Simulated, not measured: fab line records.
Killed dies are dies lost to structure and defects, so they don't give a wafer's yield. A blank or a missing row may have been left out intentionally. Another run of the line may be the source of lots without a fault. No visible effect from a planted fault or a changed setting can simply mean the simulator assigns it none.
A lot that was struck, set against a sound lot | flow sky130 | 18 steps out of a route of 708
Sound: the wafers L396.1, L396.3, L396.5. Struck: wafers L409.2, L409.6 (left out: L409.5, a lot-mate that was not struck); the cause follows at the end.
Each step with rows lists, per side, the tool, then ch with its chambers, then its first start. Under that, the readings that differ: sound wafers | struck wafers | difference of the means | sigmas: that difference in standard deviations of wafers without a fault.
alike: readings whose means differ by less than 2 such deviations, and words and numbers that are the same on both sides. not compared: withheld readings, readings that some wafer has no value for, bounds like >300 that may hide the same value, and numbers for which the record gives no deviation and whose values overlap.
Wherever a step has rows on one side only, a row that says differs or no value, or a row with sigmas, the two part there. Numbers that have no deviation but don't overlap get no sigmas and don't part them. A reading that every wafer of one side lacks parts them only if that side has two wafers or more.

first, 3 steps without rows for these wafers: SKY_VIA1_EXPOSE_09 (exposes mask VIM, target cd 150 nm); SKY_VIA1_PEB_10; SKY_VIA1_DEVELOP_11 (develop time 60 s).
SKY_VIA1_CD_MEAS_12: target cd 150 nm.
  sound on cdSem-01, day 33 21:38; struck on cdSem-01, day 38 11:08
  alike: cdNm
SKY_VIA1_OVL_MEAS_13:
  sound on overlay-01, day 33 21:46; struck on overlay-02, day 38 11:14
  alike: VIA1_OVL
SKY_VIA1_ETCH_14: etches BARC in N2/H2, stops on SiO2, time 45.9 s, target depth 60 nm.
  sound on rieDiel-01 ch 0,2, day 33 21:47; struck on rieDiel-01 ch 0, day 38 11:16
  alike: drypumpMotorCurrentA, n2FlowSccm, oesProductAu, rfFwdPowerW, throttleValvePct
  not compared: rfHoursCounterH
SKY_VIA1_ETCH_15: etches SiO2 in C4F8/O2/Ar, stops on TiN, target depth 351 nm, time 54 s.
  sound on rieDiel-01 ch 0,2, day 33 21:50; struck on rieDiel-01 ch 0, day 38 11:19
  alike: oesProductAu, rfFwdPowerW
  not compared: rfHoursCounterH
SKY_VIA1_STRIP_16: strips in O2/N2.
  sound on plasmaAsher-04 ch 0,1, day 33 21:53; struck on plasmaAsher-01 ch 0,1, day 38 11:22
reading                  | sound             | struck      | difference | sigmas
stripTimeToEndpointS (s) | 4.456 4.440 4.432 | 4.496 4.478 | +0.044     | +2
  alike: drypumpMotorCurrentA, n2FlowSccm, oesProductAu
  not compared: rfHoursCounterH
then, 3 steps without rows for these wafers: SKY_VIA1_STRIP_17 (strips in post etch residue remover, time 1200 s); SKY_VIA1_CLEAN_18 (cleans in IPA, time 180 s); SKY_VIA1_CLEAN_19 (cleans in O3/DIW).
SKY_VIA1_SPUTTER_20: material TiN, target thk 20 nm, time 80 s.
  sound on pvdSputter-02, day 33 22:28; struck on pvdSputter-02, day 38 11:59
  alike: throttleValvePct
SKY_VIA1_CVD_21: deposits W, target thk 270 nm, time 80.902 s.
  sound on cvdW-02 ch 0,1, day 33 22:32; struck on cvdW-02 ch 0, day 38 12:03
reading                           | sound           | struck      | difference | sigmas
model.W_of_VIA1_CVD_21.thkNm (nm) | 271 269.7 271.4 | 347.4 349.4 | +77.7      | 
  alike: heaterPowerW
SKY_VIA1_RS_MEAS_22: the measuring method here is four-point-probe.
  sound on filmMetro-01, day 33 22:38; struck on filmMetro-02, day 38 12:27
reading            | sound             | struck      | difference | sigmas
VIA1_W_RS (ohm/sq) | 0.426 0.427 0.424 | 0.329 0.328 | -0.097     | -20
  not compared: hold
SKY_VIA1_THK_MEAS_23: measures by xrf.
  sound on filmMetro-01, day 33 22:45; struck on filmMetro-02, day 38 14:35
reading         | sound       | struck  | difference | sigmas
VIA1_W_THK (nm) | 274 272 273 | 340 343 | +68        | +16
  not compared: hold
SKY_VIA1_CMP_24: polishes, stops on SiO2, t overpolish 15 s, target thk 0 nm.
  sound on cmp-02 ch 0,1,2, day 33 22:55; struck on cmp-01 ch 3, day 38 17:54
reading             | sound    | struck                                          | difference                   | sigmas
hold                | - - -    | awaitDispo/3.3h/release awaitDispo/3.3h/release | no value on the sound wafers | 
timeToEndpointS (s) | 71 68 64 | 91 88                                           | +22                          | +7
  alike: motorCurrentA, slurryFilterDpKPa, slurryFlowMlMin
SKY_METAL2_SPUTTER_00: material Ti, target thk 15 nm, time 10 s.
  sound on pvdSputter-03, day 33 23:07; struck on pvdSputter-04, day 38 18:12
  alike: throttleValvePct
-- the record jumps here: 11 days lie between the struck wafers' starts before and after (it left off in module METAL2 and takes up again in module PAD_OPEN, whose first step shown is number 708 of the route) --
SKY_PAD_OPEN_PROBE_99:
  sound on prober-02, day 45 18:26; struck on prober-02, day 49 07:43
reading         | sound | struck | difference | sigmas
killed_at_M4_up | 3 2 1 | 3 8    | +4         | +2
  alike: defectLimitedYield, killed_at_M0_to_M3, killedAtContacts, killedAtFrontEnd, killedAtOther, killedDies, killedOnRim, killedOpen, killedShort, sort_bin_3_pad_short, sort_bin_5_function, sort_bin_6_memory, sortNPass, sortYieldPct

== WHERE THEY PART ==
Earliest at SKY_VIA1_STRIP_16; latest, in this record, at SKY_PAD_OPEN_PROBE_99.

WHY: what the simulator had put in
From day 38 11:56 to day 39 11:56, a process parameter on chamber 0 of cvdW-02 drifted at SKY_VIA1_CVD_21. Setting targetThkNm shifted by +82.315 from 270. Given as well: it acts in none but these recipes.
